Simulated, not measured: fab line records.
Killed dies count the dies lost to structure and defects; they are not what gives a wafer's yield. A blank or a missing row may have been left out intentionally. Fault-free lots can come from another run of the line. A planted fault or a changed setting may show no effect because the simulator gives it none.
Comparing a struck lot with a sound one ; flow sky130 ; 32 steps out of a route of 708
Sound: the wafers L626.1, L626.4, L626.5. Wafers struck: L643.2, L643.3, L643.4. The cause comes at the end.
Per side, at each step with rows, come the tool, then ch with its chambers, and then its first start. Under that, the readings that differ: sound wafers ; struck wafers ; difference of the means ; sigmas: that difference in standard deviations of wafers without a fault.
alike: words and numbers the same on both sides, and readings whose means are apart by under 2 such deviations; not compared: readings that were withheld, readings missing a value for some wafer, numbers with overlapping values and no deviation given by the record, and bounds like >300 which may hide the same value.
The two part at a step that has a row with sigmas, a row that says differs or no value, or rows on one side only. Non-overlapping numbers with no deviation appear without sigmas and do not part them. A reading missing from all wafers of one side parts the sides only when that side holds two or more wafers.

SKY_SD_P_CD_MEAS_07: target cd 380 nm.
  sound: cd_sem-02 at day 26 08:14; struck: cd_sem-01 at day 32 11:30
  alike: cd_nm
SKY_SD_P_OVL_MEAS_08:
  sound: overlay-02 at day 26 08:22; struck: overlay-01 at day 32 11:37
  alike: SD_P_OVL
then, 1 step without rows for these wafers: SKY_SD_P_IMPLANT_09.
SKY_SD_P_STRIP_10: strips in O2/N2.
  sound on plasma_asher-02 ch 0,1, day 26 08:32; struck on plasma_asher-04 ch 0,1, day 32 11:47
  alike: drypump_motor_current_A, oes_product_au, strip_time_to_endpoint_s
  not compared: rf_hours_counter_h
SKY_SD_P_TW_MEAS_11:
  sound: film_metro-02 at day 26 08:38; struck: film_metro-04 at day 32 11:54
  alike: SD_P_TW
then, 7 steps without rows for these wafers: SKY_RES_XHIGH_DEHYDRATE_00 (time 60 s); SKY_RES_XHIGH_HMDS_01 (prime time 60 s); SKY_RES_XHIGH_COAT_02 (resist thk 1140 nm); SKY_RES_XHIGH_SOFTBAKE_03 (time 60 s); SKY_RES_XHIGH_EXPOSE_04 (exposes mask URPM, target cd 1270 nm); SKY_RES_XHIGH_PEB_05; SKY_RES_XHIGH_DEVELOP_06 (develop time 60 s).
SKY_RES_XHIGH_IMPLANT_07:
  sound on implanter-03 ch 0, day 27 13:38; struck on implanter-01 ch 0, day 33 14:59
reading;sound;struck;difference;sigmas
beam_on_s (s);40.6 40.6 40.6;30.9 31.5 31.6;-9.3;-3
dose_ions_cm2;3.598e+14 3.605e+14 3.603e+14;2.883e+14 2.885e+14 2.882e+14;-7.187e+13;-99 or more
SKY_RES_XHIGH_STRIP_08: strips in O2/N2.
  sound on plasma_asher-04 ch 0,1, day 27 13:47; struck on plasma_asher-02 ch 0,1, day 33 15:06
reading;sound;struck;difference;sigmas
strip_time_to_endpoint_s (s);14.31 14.32 14.28;14.14 14.11 14.12;-0.18;-4
  alike: drypump_motor_current_A, oes_product_au
  not compared: rf_hours_counter_h
SKY_RES_XHIGH_TW_MEAS_09:
  sound: film_metro-03 at day 27 13:53; struck: film_metro-03 at day 33 15:26
reading;sound;struck;difference;sigmas
RES_XHIGH_TW;1609 1600 1604;1512 1508 1511;-94;-3
  not compared: hold
then, 6 steps without rows for these wafers: SKY_SD_N_HMDS_01 (prime time 60 s); SKY_SD_N_COAT_02 (resist thk 1124 nm); SKY_SD_N_SOFTBAKE_03 (time 60 s); SKY_SD_N_EXPOSE_04 (exposes mask NSDM, target cd 380 nm); SKY_SD_N_PEB_05; SKY_SD_N_DEVELOP_06 (develop time 60 s).
SKY_SD_N_CD_MEAS_07: target cd 380 nm.
  sound: cd_sem-01 at day 28 17:45; struck: cd_sem-02 at day 34 17:25
  alike: cd_nm
SKY_SD_N_OVL_MEAS_08:
  sound: overlay-02 at day 28 17:52; struck: overlay-01 at day 34 17:31
  alike: SD_N_OVL
then, 2 steps without rows for these wafers: SKY_SD_N_IMPLANT_09; SKY_SD_N_IMPLANT_10.
SKY_SD_N_STRIP_11: strips in O2/N2.
  sound on plasma_asher-02 ch 0,1, day 28 18:13; struck on plasma_asher-03 ch 0,1, day 34 17:50
  alike: drypump_motor_current_A, oes_product_au, strip_time_to_endpoint_s
  not compared: rf_hours_counter_h
SKY_SD_N_TW_MEAS_12:
  sound: film_metro-03 at day 28 18:19; struck: film_metro-02 at day 34 17:57
reading;sound;struck;difference;sigmas
SD_N_TW;3838 3859 3852;4026 4046 4010;+178;+3
then, 1 step without rows for these wafers: SKY_SD_N_CLEAN_13 (cleans in SC1/SC2, time 150 s).
SKY_SD_N_RTA_14: time 2 s.
  sound on rtp_anneal-01 ch 0, day 28 18:25; struck on rtp_anneal-02 ch 0, day 34 18:04
  alike: lamp_power_pct, wafer_temp_C_max
SKY_SD_N_RS_MEAS_16: the measuring method here is four-point-probe.
  sound: film_metro-02 at day 28 18:35; struck: film_metro-03 at day 34 18:15
  alike: SD_N_RS
SKY_SD_N_RS_MEAS_17: the measuring method here is four-point-probe.
  sound: film_metro-02 at day 28 18:43; struck: film_metro-03 at day 34 18:22
  alike: SD_P_RS
SKY_SD_N_RS_MEAS_18: the measuring method here is four-point-probe.
  sound: film_metro-02 at day 28 18:50; struck: film_metro-03 at day 34 18:46
reading;sound;struck;difference;sigmas
RES_XHIGH_RS (ohm/sq);333.6 333.5 331.8;399.2 396.6 399.0;+65.3;+50
  not compared: hold

== WHERE THEY PART ==
At SKY_RES_XHIGH_IMPLANT_07 first; at SKY_SD_N_RS_MEAS_18 last (within this record only).

WHY: what the simulator had put in
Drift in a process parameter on implanter-01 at SKY_RES_XHIGH_IMPLANT_07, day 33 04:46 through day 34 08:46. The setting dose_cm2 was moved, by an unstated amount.
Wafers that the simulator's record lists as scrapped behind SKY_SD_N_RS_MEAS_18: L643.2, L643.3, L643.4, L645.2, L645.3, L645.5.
